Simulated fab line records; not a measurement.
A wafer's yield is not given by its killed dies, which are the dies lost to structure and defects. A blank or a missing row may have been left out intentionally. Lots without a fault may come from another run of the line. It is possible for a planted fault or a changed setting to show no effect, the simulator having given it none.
Which of the tools did it?    flow sfq_line    14 lots with 42 wafers sampled at 4 steps, on a route of 325 steps

WHAT THE GAUGES READ, wafer by wafer
No reading from a measuring or inspecting step in the record can be judged against a usual standard deviation.

WHICH TOOL RAN EACH LOT (tool, then ch and the chambers of the sampled wafers, then the start)
lot   SFQ_TRILAYER_M0_STRIP_STRIP_025    SFQ_TRILAYER_I0_VIA_LITHO_PEB_034  SFQ_TRILAYER_I4_VIA_STRIP_STRIP_107  SFQ_TRILAYER_JJ_CE_METRO_MEASURE_117
L263  rie_metal-03 ch 0,1, day 6 16:26   litho_track-01 ch 0, day 8 11:08   rie_metal-03 ch 0,1, day 42 03:44    cd_sem-01, day 48 09:45
L264  rie_metal-03 ch 0,1, day 6 23:50   litho_track-02 ch 0, day 8 20:46   rie_metal-02 ch 0,1, day 42 05:08    cd_sem-02, day 48 12:21
L267  rie_metal-02 ch 0,1, day 7 14:14   litho_track-02 ch 0, day 9 21:19   rie_metal-01 ch 0,1, day 42 08:44    cd_sem-01, day 48 17:09
L268  rie_metal-04 ch 0,1, day 7 17:38   litho_track-02 ch 0, day 10 02:05  rie_metal-03 ch 0,1, day 42 09:44    cd_sem-02, day 48 19:21
L269  rie_metal-04 ch 0,1, day 8 00:50   litho_track-04 ch 0, day 10 12:25  rie_metal-02 ch 0,1, day 43 06:57    cd_sem-01, day 49 08:54
L276  rie_metal-04 ch 0,1, day 10 11:44  litho_track-02 ch 0, day 12 19:38  rie_metal-01 ch 0, day 53 10:19      cd_sem-01, day 53 14:57
L277  rie_metal-03 ch 0,1, day 10 20:19  litho_track-02 ch 0, day 13 01:38  rie_metal-02 ch 0,1, day 53 11:31    cd_sem-02, day 53 17:21
L279  rie_metal-02 ch 0,1, day 11 18:56  litho_track-01 ch 0, day 14 01:55  rie_metal-01 ch 0,1, day 53 19:55    cd_sem-02, day 54 00:21
L280  rie_metal-04 ch 0,1, day 12 00:56  litho_track-04 ch 0, day 14 07:55  rie_metal-01 ch 0,1, day 53 23:31    cd_sem-01, day 54 03:57
L281  rie_metal-03 ch 0,1, day 12 05:44  litho_track-01 ch 0, day 14 12:43  rie_metal-02 ch 0,1, day 54 12:43    cd_sem-02, day 54 17:09
L283  rie_metal-04 ch 0,1, day 12 21:20  litho_track-01 ch 0, day 15 06:43  rie_metal-02 ch 0,1, day 54 23:19    cd_sem-02, day 55 03:45
L284  rie_metal-04 ch 0,1, day 12 23:44  litho_track-04 ch 0, day 15 10:19  rie_metal-03 ch 0,1, day 55 12:56    cd_sem-01, day 55 17:22
L285  rie_metal-03 ch 0,1, day 13 04:32  litho_track-01 ch 0, day 15 23:06  rie_metal-03 ch 0,1, day 55 16:32    cd_sem-02, day 55 21:59
L286  rie_metal-02 ch 0,1, day 13 10:35  litho_track-04 ch 0, day 16 02:42  rie_metal-01 ch 0,1, day 56 05:44    cd_sem-01, day 56 11:01
- SFQ_TRILAYER_M0_STRIP_STRIP_025: strips in O2.
- SFQ_TRILAYER_I0_VIA_LITHO_PEB_034: peb time 60 s.
- SFQ_TRILAYER_I4_VIA_STRIP_STRIP_107: strips in O2.
- SFQ_TRILAYER_JJ_CE_METRO_MEASURE_117

WHAT THE TOOLS THEMSELVES READ (means of the sampled wafers that have a number; where no wafer has one, the mark that the record gives instead)
SFQ_TRILAYER_M0_STRIP_STRIP_025. Usual: drypump_motor_current_A 5.6 A, standard deviation 0.61; oes_product_au 0.996 a.u., standard deviation 0.0079.
lot   tool          drypump_motor_current_A (A)  oes_product_au (a.u.)  flag
L263  rie_metal-03  5.8                          0.993                  
L264  rie_metal-03  5.8                          0.995                  
L267  rie_metal-02  5.1                          0.993                  
L268  rie_metal-04  6.3                          0.996                  
L269  rie_metal-04  6.3                          0.990                  
L276  rie_metal-04  6.3                          1.006                  
L277  rie_metal-03  5.8                          0.996                  
L279  rie_metal-02  4.8                          0.994                  
L280  rie_metal-04  6.3                          0.994                  
L281  rie_metal-03  5.8                          0.977                  
L283  rie_metal-04  5.9                          0.997                  
L284  rie_metal-04  5.9                          1.005                  
L285  rie_metal-03  5.8                          0.988                  
L286  rie_metal-02  4.8                          0.994                  

SFQ_TRILAYER_I0_VIA_LITHO_PEB_034. Usual: heater_power_total_W reads 79.15 W (standard deviation 0.068).
lot   tool            heater_power_total_W (W)  flag
L263  litho_track-01  79.12                     
L264  litho_track-02  79.14                     
L267  litho_track-02  79.13                     
L268  litho_track-02  79.07                     
L269  litho_track-04  79.08                     
L276  litho_track-02  87.49                     OFF
L277  litho_track-02  87.51                     OFF
L279  litho_track-01  79.15                     
L280  litho_track-04  79.24                     
L281  litho_track-01  79.12                     
L283  litho_track-01  79.11                     
L284  litho_track-04  79.12                     
L285  litho_track-01  79.08                     
L286  litho_track-04  79.20                     

SFQ_TRILAYER_I4_VIA_STRIP_STRIP_107. Usual: drypump_motor_current_A 5.7 A, standard deviation 0.64; oes_product_au 0.994 a.u., standard deviation 0.0086.
lot   tool          drypump_motor_current_A (A)  oes_product_au (a.u.)  flag
L263  rie_metal-03  5.8                          0.999                  
L264  rie_metal-02  5.1                          0.997                  
L267  rie_metal-01  6.4                          0.986                  
L268  rie_metal-03  5.8                          0.994                  
L269  rie_metal-02  4.8                          0.995                  
L276  rie_metal-01  6.5                          0.991                  
L277  rie_metal-02  4.8                          0.990                  
L279  rie_metal-01  6.4                          0.984                  
L280  rie_metal-01  6.4                          0.983                  
L281  rie_metal-02  4.8                          0.994                  
L283  rie_metal-02  4.8                          0.992                  
L284  rie_metal-03  5.8                          0.995                  
L285  rie_metal-03  5.8                          1.003                  
L286  rie_metal-01  6.4                          0.994                  

SFQ_TRILAYER_JJ_CE_METRO_MEASURE_117. Usual: cd_nm reads 700.1 nm (standard deviation 1.3).
lot   tool       cd_nm (nm)  flag
L263  cd_sem-01  701.7       
L264  cd_sem-02  697.6       
L267  cd_sem-01  701.7       
L268  cd_sem-02  702.1       
L269  cd_sem-01  698.9       
L276  cd_sem-01  700.0       
L277  cd_sem-02  700.2       
L279  cd_sem-02  700.5       
L280  cd_sem-01  699.4       
L281  cd_sem-02  698.5       
L283  cd_sem-02  699.9       
L284  cd_sem-01  699.4       
L285  cd_sem-02  699.1       
L286  cd_sem-01  700.2       

THE ANSWER, worked out from the rows above alone
Rule: take the mean of a lot's wafers that have a number; if it is more than 3 standard deviations from the usual mean, the lot is off. Also off: a lot with no number at a reading for which 4 or more lots have one. The other lots that the step has rows for count as sound. Order of review: gauges by route order, followed by the tools' own readings, for which a lot's mean as printed above is used. At the first step where some lot is off, the reading lying furthest off is the one used; lots without a number count as furthest.
Off: L276, L277 (SFQ_TRILAYER_I0_VIA_LITHO_PEB_034, heater_power_total_W).
A tool fits if, at that step or a process step before it, it ran every lot that is off, and no sound lot after the first of them. One candidate fits, namely litho_track-02 at SFQ_TRILAYER_I0_VIA_LITHO_PEB_034. A fault onset in the window from L268 (day 10 02:05, its last sound lot) to L276 (day 12 19:38, its first lot off) fits.
The tool's own readings at SFQ_TRILAYER_I0_VIA_LITHO_PEB_034 bear it out: on the lots that are off they differ by more than 5 times the standard deviation of the sound lots' means. heater_power_total_W reads 87.50 W there against 79.13 W on the sound lots.

WHAT WAS PUT IN BY THE SIMULATOR
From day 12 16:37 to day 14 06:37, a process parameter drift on litho_track-02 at SFQ_TRILAYER_I0_VIA_LITHO_PEB_034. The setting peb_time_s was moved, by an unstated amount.
Lots struck among those shown: L276, L277. The rule above reached the same finding.
